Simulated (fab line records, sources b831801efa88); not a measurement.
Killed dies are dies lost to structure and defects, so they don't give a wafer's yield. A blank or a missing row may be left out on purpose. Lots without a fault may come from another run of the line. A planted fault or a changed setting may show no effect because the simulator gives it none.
Which tool did it? | flow sky130 | 14 lots, 42 wafers sampled, at 5 steps of a route of 708

WHAT THE GAUGES READ, wafer by wafer
SKY_SONOS_ONO_THK_MEAS_01.
lot  | measured     | on            | SONOS_ONO_OXIDATION_THK (nm)
L199 | day 11 08:31 | film_metro-01 | 2.55 2.55 2.62
L200 | day 11 15:41 | film_metro-01 | 2.69 2.62 2.63
L201 | day 12 10:31 | film_metro-03 | 2.66 2.64 2.68
L202 | day 13 07:44 | film_metro-03 | 2.58 2.60 2.64
L203 | day 13 10:05 | film_metro-01 | 2.62 2.63 2.69
L205 | day 13 21:21 | film_metro-03 | 2.62 2.60 2.53
L207 | day 14 06:53 | film_metro-03 | 2.60 2.63 2.58
L210 | day 15 03:09 | film_metro-03 | 2.59 2.61 2.59
L213 | day 16 05:37 | film_metro-01 | 2.53 2.61 2.55
L214 | day 16 08:17 | film_metro-03 | 2.59 2.45 2.52
L215 | day 16 20:54 | film_metro-01 | 2.61 2.63 2.67
L216 | day 17 01:17 | film_metro-01 | 2.62 2.52 2.63
L220 | day 18 05:53 | film_metro-03 | 2.62 2.64 2.51
L221 | day 19 09:08 | film_metro-01 | 2.65 2.69 2.71

SKY_GATE_OXIDE_TW_MEAS_14.
lot  | measured     | on            | GATE_OXIDE_TW
L199 | day 13 15:28 | film_metro-03 | 224.4 224.2 224.9
L200 | day 13 22:57 | film_metro-03 | 223.8 224.0 223.6
L201 | day 14 20:23 | film_metro-02 | 227.0 227.8 226.7
L202 | day 15 17:29 | film_metro-03 | 225.3 226.0 224.2
L203 | day 15 21:07 | film_metro-01 | 230.6 230.3 230.1
L205 | day 16 07:59 | film_metro-03 | 225.0 225.2 226.1
L207 | day 16 17:47 | film_metro-02 | 227.9 227.1 227.5
L210 | day 17 21:55 | film_metro-02 | 225.6 227.7 225.7
L213 | day 18 21:04 | film_metro-03 | 225.4 225.4 224.4
L214 | day 18 23:31 | film_metro-02 | 226.2 226.6 226.3
L215 | day 19 13:35 | film_metro-02 | 225.6 226.8 227.1
L216 | day 19 19:23 | film_metro-03 | 224.9 225.4 226.4
L220 | day 21 01:56 | film_metro-01 | 229.5 231.4 231.3
L221 | day 22 03:52 | film_metro-02 | 226.9 226.5 226.8

SKY_LDD_P_CD_MEAS_07: target cd 380 nm.
lot  | measured     | on        | cd_nm (nm)
L199 | day 19 02:08 | cd_sem-01 | 379.3 376.5 378.6
L200 | day 19 07:44 | cd_sem-01 | 381.0 381.4 383.8
L201 | day 20 02:22 | cd_sem-02 | 383.1 383.0 382.6
L202 | day 21 01:14 | cd_sem-01 | 377.2 377.6 378.6
L203 | day 21 06:35 | cd_sem-02 | 382.5 381.2 380.2
L205 | day 21 17:25 | cd_sem-02 | 378.0 379.4 380.5
L207 | day 22 04:55 | cd_sem-01 | 379.4 379.9 380.4
L210 | day 23 08:53 | cd_sem-02 | 375.8 378.5 378.6
L213 | day 24 07:59 | cd_sem-02 | 381.8 380.2 380.6
L214 | day 24 11:41 | cd_sem-01 | 419.6 417.5 417.6
L215 | day 24 21:10 | cd_sem-01 | 416.0 416.6 413.4
L216 | day 25 06:20 | cd_sem-01 | 378.0 379.3 378.1
L220 | day 26 09:53 | cd_sem-01 | 377.5 377.9 375.5
L221 | day 27 09:52 | cd_sem-01 | 380.2 381.0 380.9

SKY_LDD_P_OVL_MEAS_08.
lot  | measured     | on         | LDD_P_OVL (nm)
L199 | day 19 02:13 | overlay-01 | 1.8 1.4 0.9
L200 | day 19 07:50 | overlay-01 | -0.5 0.4 2.4
L201 | day 20 02:29 | overlay-02 | -3.0 -2.6 -1.4
L202 | day 21 01:20 | overlay-02 | -0.2 -0.4 0.1
L203 | day 21 06:40 | overlay-02 | -0.6 -0.2 -1.8
L205 | day 21 17:32 | overlay-02 | -1.6 -0.6 0.2
L207 | day 22 05:01 | overlay-01 | 0.4 1.7 0.4
L210 | day 23 08:59 | overlay-01 | -1.8 -1.8 -0.6
L213 | day 24 08:05 | overlay-01 | 3.1 3.9 1.3
L214 | day 24 11:47 | overlay-01 | 0.2 -1.8 -0.5
L215 | day 24 21:17 | overlay-02 | 0.4 1.0 1.2
L216 | day 25 06:28 | overlay-02 | 0.9 -1.0 0.4
L220 | day 26 10:01 | overlay-02 | 1.0 1.5 -0.1
L221 | day 27 09:58 | overlay-01 | -0.6 -0.5 0.5

WHICH TOOL RAN EACH LOT (tool, then ch and the chambers of the sampled wafers, then the start)
lot  | SKY_LDD_P_DEVELOP_06
L199 | litho_track-04 ch 0, day 19 01:59
L200 | litho_track-02 ch 0, day 19 07:35
L201 | litho_track-02 ch 0, day 20 02:13
L202 | litho_track-02 ch 0, day 21 01:05
L203 | litho_track-04 ch 0, day 21 06:26
L205 | litho_track-02 ch 0, day 21 17:16
L207 | litho_track-04 ch 0, day 22 04:46
L210 | litho_track-02 ch 0, day 23 08:44
L213 | litho_track-02 ch 0, day 24 07:50
L214 | litho_track-02 ch 0, day 24 11:32
L215 | litho_track-02 ch 0, day 24 21:01
L216 | litho_track-04 ch 0, day 25 06:11
L220 | litho_track-04 ch 0, day 26 09:44
L221 | litho_track-01 ch 0, day 27 09:43
- SKY_LDD_P_DEVELOP_06: develop time 60 s.

WHAT THE TOOLS THEMSELVES READ (means of the sampled wafers that have a number; where no wafer has one, the mark that the record gives instead)
The record holds no such reading with a usual standard deviation.

THE ANSWER, worked out from the rows above alone
Rule: what is usual is taken from the lots themselves. Put in order of their means at a reading, lots are off if they are a third of the lots or fewer, leave a main group of 4 or more, and stand apart from it by a gap of 3 or more times the standard deviation of the main group's means; of several such gaps the widest counts. A main group whose means are all the same, to the digits that the tables above print for the reading, isn't used. A lot without any number at a reading at which 4 lots or more have one is off too. The other lots that the step has rows for count as sound. The gauges are gone through in route order, then the tools' own readings, and for those a lot's mean is taken as printed above. The first step at which some lot is off is used, and at that step the reading that is off furthest; a lot without a number counts as furthest.
Off: L214, L215, at SKY_LDD_P_CD_MEAS_07 (cd_nm). The main group: mean 379.7 nm, standard deviation 1.8.
A tool fits if, at a process step before that reading, it ran every lot that is off, and no sound lot after the first of them. The gauges at SKY_LDD_P_CD_MEAS_07 are tried like those tools. One fits: litho_track-02 at SKY_LDD_P_DEVELOP_06. Its last sound lot is L213 (day 24 07:50), its first lot that is off L214 (day 24 11:32): a fault that began between those two fits.

WHAT THE SIMULATOR HAD PUT IN
Process parameter drift: litho_track-02, from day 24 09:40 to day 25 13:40, at SKY_LDD_P_DEVELOP_06. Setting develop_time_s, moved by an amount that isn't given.
Lots struck among those shown: L214, L215. The rule above found the same.
